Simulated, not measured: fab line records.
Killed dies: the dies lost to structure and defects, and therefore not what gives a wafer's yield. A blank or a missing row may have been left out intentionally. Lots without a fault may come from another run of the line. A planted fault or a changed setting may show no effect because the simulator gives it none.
Chamber matching -- flow sfq-line -- SFQ_TRILAYER_I0_CMP_CMP_028 on cmp-01 has 4 sister chambers
The step polishes SiO2. 4 wafers are shown with their chamber, then 7 later ones without.

## WAFERS PAIRED WITH THEIR CHAMBERS
wafer,chamber,motor-current-A (A)
L917.4,1,10.1
L921.5,0,10.4
L925.2,2,11.0
L925.3,3,9.8

## WAFERS MISSING THEIR CHAMBER
wafer,motor-current-A (A)
L925.5,11.4
L932.1,9.8
L932.2,9.9
L932.5,9.8
L938.1,10.3
L938.2,9.6
L938.6,9.1

## EACH ONE'S CHAMBER
wafer,from the rows above,in truth
L925.5,can't be placed: 2 or 0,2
L932.1,can't be placed: 3 or 1 or 0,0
L932.2,can't be placed: 3 or 1 or 0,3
L932.5,can't be placed: 3 or 1 or 0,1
L938.1,can't be placed: 0 or 1 or 3 or 2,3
L938.2,can't be placed: 3 or 1 or 0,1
L938.6,can't be placed: 3 or 1 or 0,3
Correct placement for 0 of the 7. Cannot be placed on the basis of these rows: 7; the candidates contain the true chamber in 7. 0 placed wrongly.
How it was worked out, from the rows above alone: a wafer's distance from a chamber is the root of the sum, over the readings, of the square of ((its reading less the chamber's mean) divided by the reading's scatter). The wafer belongs to the nearest chamber; if the next one is less than 2 further off, it can't be placed. Each chamber's mean is taken over the wafers shown for it. The scatter: with one shown wafer a chamber, the root of the mean of the squares of how far each hidden wafer lies from its nearest shown one.
